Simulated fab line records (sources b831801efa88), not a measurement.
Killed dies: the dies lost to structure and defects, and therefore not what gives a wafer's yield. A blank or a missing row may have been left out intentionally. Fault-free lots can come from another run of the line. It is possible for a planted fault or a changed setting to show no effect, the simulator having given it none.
fab line records	flow sfqLine
[record] lots = 13	wafers = 39	lastDay = 83
route steps=325 shown I2@116 I3@145 M5@205 C5@249
lots that met no fault: from a run of the same line without faults
startH: hours from the record's opening day to when the first of the lot's shown wafers began	waitH: hours from the lot's prior step to this one	" unchanged from the row above	L1.1+2: a single row standing in for several wafers	- no value present, or no start provided	* or withheld: withheld	< > ~ a bound
route shown NAME@n: NAME is a module with steps in the file, n the number in the route of the first one	usual: the fault-free wafers' mean and standard deviation	same: alike in all rows	chamber/n: place in a boat	sites: per-site readings	_std_site: standard deviation of those values	_edge_site: outer sites' mean less inner sites'	radiusMm: for every site, how far away it sits from the centre of the wafer	mask NAME#n: copy n	behind: the most recent tool/chamber to have shaped the wafer	hold: reason for holding the lot/hours on hold/outcome of the hold	device: transistor that didn't switch, given as n, p or np	end of line: the route-end tests of the same wafers	a step given without rows: its recipe and nothing more	killed: at the first sort, the dies lost to defects and structure; wafer yield is something else	map: dies across one wafer; x = killed, . = not, _ = none there
set.NAME: the run value of the setting; set.NAME@STEP: its run value at that earlier step	model.NAME: the simulator's own value behind a step, which no gauge read
one table for each step of the route and one row for each wafer, over a sample of lots
services: the hour from which a tool's chamber was out of use, counted from the record's first day as startH (under 0 if before that day), plus the number of hours and why
[[steps]]
[step SFQ_TRILAYER_I2_VIA_STRIP_STRIP_071]
[recipe] gas = O2	powerW = 200	platenTempC = 40	overashFraction = 0.65	chemistry = O2	pressureMtorr = 50
[usual] drypumpMotorCurrentA = 5.5/0.57	oesProductAu = 0.999/0.0095
lot.wafer	tool	chamber	startH	waitH	drypumpMotorCurrentA	oesProductAu	rfHoursCounterH
L359.1	rieMetal-02	0	568.29	-	4.8	1.012	39
L359.2	"	0	"	"	4.8	1.017	-
L359.4	"	0	"	"	4.8	1.018	-
L360.1	rieMetal-01	1	571.99	-	6.0	0.990	30
L360.3	"	1	"	"	6.0	1.001	-
L360.4	"	1	"	"	6.0	0.998	-
L361.3	rieMetal-02	0	575.99	-	4.8	0.999	-
L361.4	"	0	"	"	4.8	1.014	-
L361.5	"	0	"	"	4.8	1.004	-
L362.4	rieMetal-02	1	596.37	-	6.0	0.992	-
L362.5	"	1	"	"	6.0	0.986	-
L362.6	"	0	"	"	4.8	1.007	-
L366.2	rieMetal-04	1	892.75	-	5.0	1.008	21
L366.3	"	1	"	"	5.0	1.001	-
L366.6	"	0	"	"	6.2	0.998	-
L367.1	rieMetal-04	1	919.27	-	5.0	0.983	26
L367.3	"	0	"	"	6.2	0.994	-
L367.6	"	0	"	"	6.2	0.991	-
L369.4	rieMetal-01	1	935.07	-	6.1	0.990	-
L369.5	"	0	"	"	5.8	0.988	-
L369.6	"	1	"	"	6.1	0.987	-
L370.3	rieMetal-02	0	937.47	-	4.9	1.011	-
L370.5	"	1	"	"	6.0	0.993	-
L370.6	"	0	"	"	4.8	1.015	-
L371.2	rieMetal-02	0	942.07	-	4.8	1.013	100
L371.3	"	1	"	"	6.0	0.990	-
L371.4	"	0	"	"	4.8	1.007	-
L372.4	rieMetal-02	1	960.40	-	6.0	1.002	-
L372.5	"	1	"	"	6.0	0.992	-
L372.6	"	0	"	"	4.8	1.013	-
L374.1	rieMetal-02	0	985.32	-	4.8	1.005	106
L374.3	"	0	"	"	4.8	1.012	-
L374.5	"	1	"	"	6.0	0.993	-
L379.2	rieMetal-01	1	1029.85	-	6.0	1.005	95
L379.3	"	1	"	"	6.0	1.006	-
L379.6	"	0	"	"	5.8	0.995	-
L381.1	rieMetal-01	1	1044.25	-	6.0	0.998	97
L381.3	"	1	"	"	6.1	0.998	-
L381.4	"	0	"	"	5.9	0.998	-
[step SFQ_TRILAYER_I3_VIA_ETCH_VIA_ETCH_088]
[recipe] target = SiO2	stopOn = Nb	maskMaterial = PR	taperDeg = 20	chemistry = CHF3	targetDepthNm = 260	sourceW = 500	biasW = 80	pressureMtorr = 30	timeS = withheld
[usual] drypumpMotorCurrentA = 5.7/0.46	oesProductAu = 0.853/0.005
lot.wafer	tool	chamber	startH	waitH	drypumpMotorCurrentA	oesProductAu
L359.1	rieDiel-04	3	754.59	0.0	5.6	0.860
L359.2	"	0	"	"	5.4	0.850
L359.4	"	1	"	"	6.3	0.860
L360.1	rieDiel-03	2	877.05	0.0	6.1	0.854
L360.3	"	0	"	"	5.1	0.852
L360.4	"	1	"	"	5.6	0.855
L361.3	rieDiel-03	0	879.45	0.0	5.2	0.852
L361.4	"	3	"	"	6.1	0.864
L361.5	"	0	"	"	5.1	0.862
L362.4	rieDiel-03	0	890.12	0.0	5.1	0.848
L362.5	"	3	"	"	6.2	0.851
L362.6	"	2	"	"	6.1	0.848
L366.2	rieDiel-02	3	1068.33	0.0	6.1	0.853
L366.3	"	0	"	"	4.8	0.849
L366.6	"	2	"	"	5.2	0.853
L367.1	rieDiel-03	0	1090.85	0.0	5.2	0.848
L367.3	"	1	"	"	5.6	0.849
L367.6	"	3	"	"	6.2	0.842
L369.4	rieDiel-02	0	1099.35	0.0	4.8	0.850
L369.5	"	1	"	"	5.7	0.853
L369.6	"	2	"	"	5.2	0.854
L370.3	rieDiel-03	0	1110.87	0.0	5.2	0.850
L370.5	"	1	"	"	5.6	0.848
L370.6	"	0	"	"	5.2	0.861
L371.2	rieDiel-03	0	1115.67	0.0	5.2	0.860
L371.3	"	3	"	"	6.2	0.859
L371.4	"	1	"	"	5.6	0.847
L372.4	rieDiel-04	3	1229.10	0.0	5.6	0.865
L372.5	"	3	"	"	5.6	0.848
L372.6	"	2	"	"	6.2	0.849
L374.1	rieDiel-03	0	1241.10	0.0	5.2	0.847
L374.3	"	3	"	"	6.2	0.842
L374.5	"	3	"	"	6.2	0.846
L379.2	rieDiel-04	1	1279.80	0.0	6.3	0.851
L379.3	"	3	"	"	5.6	0.854
L379.6	"	3	"	"	5.6	0.845
L381.1	rieDiel-03	2	1299.13	0.0	6.1	0.855
L381.3	"	0	"	"	5.2	0.859
L381.4	"	1	"	"	5.6	0.858
[step SFQ_TRILAYER_M5_BARC_OPEN_METAL_ETCH_161]
[recipe] maskMaterial = PR	chemistry = O2	targetDepthNm = 125	target = BARC	icpW = 600	biasW = 80	pressureMtorr = 10	timeS = 41.7
[usual] drypumpMotorCurrentA = 5.9/0.52	oesProductAu = 0.685/0.0044	runLengthS = 69.7/0.48
lot.wafer	tool	chamber	startH	waitH	drypumpMotorCurrentA	oesProductAu	rfHoursCounterH	runLengthS
L359.1	rieMetal-04	0	1170.96	0.0	6.2	0.694	104	69.9
L359.2	"	1	"	"	5.1	0.683	68	69.8
L359.4	"	0	"	"	6.2	0.676	-	70.4
L360.1	rieMetal-03	1	1178.81	0.0	6.5	0.683	139	69.4
L360.3	"	1	"	"	6.4	0.680	-	69.9
L360.4	"	0	"	"	6.3	0.685	-	69.1
L361.3	rieMetal-03	1	1180.03	0.0	6.4	0.695	-	68.9
L361.4	"	0	"	"	6.3	0.677	-	69.3
L361.5	"	1	"	"	6.4	0.694	-	69.3
L362.4	rieMetal-01	1	1305.11	0.0	6.0	0.685	-	69.6
L362.5	"	0	"	"	5.9	0.687	-	70.6
L362.6	"	1	"	"	6.1	0.683	-	69.2
L366.2	rieMetal-01	0	1338.83	0.0	5.9	0.697	-	70.5
L366.3	"	0	"	"	5.9	0.680	-	69.8
L366.6	"	0	"	"	5.9	0.685	-	69.6
L367.1	rieMetal-04	1	1386.35	0.0	5.0	0.686	96	70.5
L367.3	"	0	"	"	6.2	0.687	-	70.0
L367.6	"	0	"	"	6.2	0.680	-	70.1
L369.4	rieMetal-03	0	1388.77	0.0	6.3	0.689	-	69.3
L369.5	"	0	"	"	6.3	0.689	-	69.8
L369.6	"	1	"	"	6.4	0.694	-	69.1
L370.3	rieMetal-03	1	1503.06	0.0	6.5	0.686	-	68.9
L370.5	"	0	"	"	6.3	0.686	-	69.2
L370.6	"	1	"	"	6.5	0.686	-	68.9
L371.2	rieMetal-04	1	1505.46	0.0	5.0	0.678	-	70.0
L371.3	"	1	"	"	5.0	0.683	-	70.3
L371.4	"	1	"	"	5.0	0.683	-	69.9
L372.4	rieMetal-04	1	1507.70	0.1	5.0	0.684	-	69.8
L372.5	"	1	"	"	5.0	0.619	-	82.5
L372.6	"	1	"	"	5.0	0.685	-	70.1
L374.1	rieMetal-01	1	1531.32	0.0	6.1	0.682	24	69.3
L374.3	"	1	"	"	6.1	0.683	-	69.1
L374.5	"	1	"	"	6.1	0.689	-	69.5
L379.2	rieMetal-03	0	1551.85	0.0	6.3	0.688	45	69.8
L379.3	"	0	"	"	6.3	0.695	-	69.5
L379.6	"	0	"	"	6.3	0.686	-	69.9
L381.1	rieMetal-03	1	1567.06	0.0	6.5	0.691	37	69.0
L381.3	"	0	"	"	6.3	0.683	-	69.4
L381.4	"	1	"	"	6.5	0.679	-	69.8
[step SFQ_TRILAYER_C5_STRIP_STRIP_155]
[recipe] gas = O2	powerW = 200	platenTempC = 40	overashFraction = 0.65	chemistry = O2	pressureMtorr = 50
[usual] drypumpMotorCurrentA = 5.9/0.46	oesProductAu = 0.999/0.009
lot.wafer	tool	chamber	startH	waitH	drypumpMotorCurrentA	oesProductAu	rfHoursCounterH
L359.1	rieMetal-01	1	1437.51	-	6.0	0.994	12
L359.2	"	0	"	"	5.9	1.005	125
L359.4	"	0	"	"	5.9	1.007	-
L360.1	rieMetal-01	0	1441.11	-	5.9	1.012	126
L360.3	"	1	"	"	6.1	0.997	-
L360.4	"	0	"	"	5.9	1.009	-
L361.3	rieMetal-02	0	1447.31	-	4.8	1.012	-
L361.4	"	1	"	"	6.0	0.987	-
L361.5	"	1	"	"	6.0	0.999	-
L362.4	rieMetal-01	0	1449.71	-	5.8	1.013	-
L362.5	"	0	"	"	5.8	1.015	-
L362.6	"	1	"	"	6.1	0.998	-
L366.2	rieMetal-01	1	1517.26	-	6.0	0.999	-
L366.3	"	1	"	"	6.1	1.009	-
L366.6	"	1	"	"	6.1	1.011	-
L367.1	rieMetal-03	1	1648.33	-	6.4	0.999	46
L367.3	"	0	"	"	6.3	0.992	-
L367.6	"	1	"	"	6.4	0.992	-
L369.4	rieMetal-02	0	1654.53	-	4.8	1.014	-
L369.5	"	1	"	"	6.0	1.006	-
L369.6	"	0	"	"	4.8	1.021	-
L370.3	rieMetal-01	0	1692.91	-	5.8	0.993	-
L370.5	"	1	"	"	6.1	0.989	-
L370.6	"	0	"	"	5.9	0.996	-
L371.2	rieMetal-01	0	1695.23	-	5.9	1.007	23
L371.3	"	0	"	"	5.9	1.004	-
L371.4	"	1	"	"	6.1	0.999	-
L372.4	rieMetal-03	1	1729.03	-	6.5	0.993	-
L372.5	"	1	"	"	6.5	0.983	-
L372.6	"	0	"	"	6.3	0.996	-
L374.1	rieMetal-01	0	1751.63	-	5.9	1.002	32
L374.3	"	0	"	"	5.9	1.001	-
L374.5	"	0	"	"	5.9	1.000	-
L379.2	rieMetal-03	1	1782.83	-	6.4	0.996	65
L379.3	"	1	"	"	6.5	0.997	-
L379.6	"	0	"	"	6.3	1.006	-
L381.1	rieMetal-02	0	1799.63	-	4.8	1.011	82
L381.3	"	1	"	"	6.0	0.984	-
L381.4	"	0	"	"	4.8	1.005	-
[[services]]
tool	chamber	startH	hours	kind
rieMetal-03	-	571.23	2.8	pm
rieMetal-01	1	577.41	1.2	repair
rieMetal-02	-	586.96	0.6	repair
rieMetal-02	1	717.69	7.4	repair
rieMetal-01	1	745.96	3.2	repair
rieMetal-02	-	775.70	2.8	pm
rieMetal-01	1	784.84	14.5	repair
rieMetal-02	-	870.95	2.7	repair
rieMetal-02	-	1019.71	1.3	repair
rieMetal-01	-	1082.09	14.6	pm
rieMetal-03	1	1107.29	2.8	repair
rieMetal-02	0	1153.59	22.1	repair
rieMetal-01	-	1154.84	28.1	pm
rieMetal-01	-	1192.43	0.6	repair
rieMetal-01	-	1212.10	2.8	pm
rieMetal-01	1	1237.91	19.5	repair
rieMetal-02	-	1288.60	5.3	repair
rieMetal-03	0	1293.40	11.5	repair
rieMetal-02	-	1301.21	0.3	repair
rieMetal-03	0	1311.34	7.3	repair
rieMetal-03	1	1316.08	4.3	repair
rieMetal-02	1	1333.35	2.8	repair
rieMetal-03	-	1424.60	14.6	pm
rieMetal-02	1	1725.32	24.4	repair
[[key]]
[firstSign] step = SFQ_TRILAYER_M5_BARC_OPEN_METAL_ETCH_161	reading = runLengthS	direction = up	sigmas = 27	usual = *	struck = *
[effect] step = SFQ_TRILAYER_M5_BARC_OPEN_METAL_ETCH_161	reading = oesProductAu	direction = down	sigmas = 15	usual = 0.685	struck = 0.619
metAt SFQ_TRILAYER_M5_BARC_OPEN_METAL_ETCH_161
struckLots L372
struckWafers L372.5
notActingAt SFQ_TRILAYER_I2_VIA_STRIP_STRIP_071,SFQ_TRILAYER_I3_VIA_ETCH_VIA_ETCH_088,SFQ_TRILAYER_C5_STRIP_STRIP_155
onsetBetween 1505.46 1507.70
[fault] kind = processParameterDrift	tool = rieMetal-04	chamber = -	onsetH = 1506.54	steps = SFQ_TRILAYER_M5_BARC_OPEN_METAL_ETCH_161	channel = timeS	offset = *	shape = step	endH = 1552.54	scope = struckWafersOnly	actsIn = *	stated = *
